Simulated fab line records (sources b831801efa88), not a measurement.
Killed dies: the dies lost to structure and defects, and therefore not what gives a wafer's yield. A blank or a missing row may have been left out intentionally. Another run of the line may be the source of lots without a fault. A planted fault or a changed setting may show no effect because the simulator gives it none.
Struck lot and sound lot, side by side :: flow sky130 :: 15 steps out of a route of 708
Sound: wafers L964.3, L964.5, L964.6. Struck: wafers L976.2, L976.3, L976.5. The cause is given at the end.
For every step that has rows: the tool of each side, followed by ch and its chambers, followed by its first start. Under that, the readings that differ: sound wafers :: struck wafers :: difference of the means :: sigmas: that difference in standard deviations of wafers without a fault.
alike: a reading whose means differ by less than 2 such deviations, as well as words and numbers matching on both sides. not compared: withheld readings; readings where some wafer has no value; bounds like >300 that might hide an equal value; numbers whose values overlap and for which the record gives no deviation.
Wherever a step has rows on one side only, a row that says differs or no value, or a row with sigmas, the two part there. Non-overlapping numbers with no deviation appear without sigmas and do not part them. Lack of a reading on every wafer of one side parts them only where that side has two or more wafers.

first, 8 steps without rows for these wafers: SKY_LOCAL_INTERCONNECT_DEHYDRATE_03 (time 60 s); SKY_LOCAL_INTERCONNECT_HMDS_04 (prime time 60 s); SKY_LOCAL_INTERCONNECT_COAT_05 (resist thk 60 nm); SKY_LOCAL_INTERCONNECT_COAT_06 (resist thk 450 nm); SKY_LOCAL_INTERCONNECT_SOFTBAKE_07 (time 90 s); SKY_LOCAL_INTERCONNECT_EXPOSE_08 (exposes mask LI1M, target cd 170 nm); SKY_LOCAL_INTERCONNECT_PEB_09; SKY_LOCAL_INTERCONNECT_DEVELOP_10 (develop time 60 s).
SKY_LOCAL_INTERCONNECT_CD_MEAS_11 targets a cd of 170 nm.
  struck on cd sem-01, day 35 14:54; sound on cd sem-02, day 29 16:01
  alike: cd nm
SKY_LOCAL_INTERCONNECT_OVL_MEAS_12:
  struck on overlay-02, day 35 15:01; sound on overlay-02, day 29 16:07
  alike: LOCAL_INTERCONNECT_OVL
SKY_LOCAL_INTERCONNECT_ETCH_13: etches BARC in N2/H2, stops on SiO2, time 45.9 s, target depth 60 nm.
  sound on rie metal-04 ch 0,1, day 29 16:10; struck on rie metal-04 ch 0,1, day 35 15:02
  alike: bias w, drypump motor current A, n2 flow sccm, oes product au, throttle valve pct
  not compared: rf hours counter h
SKY_LOCAL_INTERCONNECT_METAL_ETCH_14: etches TiN in Cl2/BCl3, stops on PSG, target depth 110 nm, time 31.4 s.
  sound on rie metal-04 ch 0,1, day 29 16:13; struck on rie metal-04 ch 0,1, day 35 15:06
  alike: bias w, drypump motor current A, oes product au, throttle valve pct
  not compared: rf hours counter h
SKY_LOCAL_INTERCONNECT_STRIP_15: strips in O2/N2.
  sound on plasma asher-01 ch 0,1, day 29 16:17; struck on plasma asher-02 ch 0,1, day 35 15:09
reading: chamber pressure mTorr (mTorr)
sound: 1498.3 1502.3 1499.4
struck: 1800.2 1799.5 1800.5
difference: +300.1
sigmas: +99 or more

reading: strip time to endpoint s (s)
sound: 4.726 4.691 4.754
struck: 4.593 4.568 4.549
difference: -0.154
sigmas: -8
  alike: drypump motor current A, n2 flow sccm, oes product au
  not compared: rf hours counter h
then, 1 step without rows for these wafers: SKY_LOCAL_INTERCONNECT_STRIP_16 (strips in post etch residue remover, time 1200 s).
-- a jump in the record: the struck wafers' starts before and after are 14 days apart (it breaks off in module LOCAL_INTERCONNECT and resumes in module PAD_OPEN, where the first step shown is number 708 of the route) --
SKY_PAD_OPEN_PROBE_99:
  struck on prober-01, day 49 15:02; sound on prober-01, day 45 08:17
  alike: killed_at_M0_to_M3, killed_at_M4_up, killed at contacts, killed at front end, killed at other, killed dies, killed open, killed short

WHERE THEY PART
At SKY_LOCAL_INTERCONNECT_STRIP_15 and nowhere else, as far as this record goes. Later steps at which nothing parts them and some readings are alike: SKY_PAD_OPEN_PROBE_99.

WHY: what the simulator had put in
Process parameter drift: plasma asher-02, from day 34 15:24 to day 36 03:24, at SKY_LOCAL_INTERCONNECT_STRIP_15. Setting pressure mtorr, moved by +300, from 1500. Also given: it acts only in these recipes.
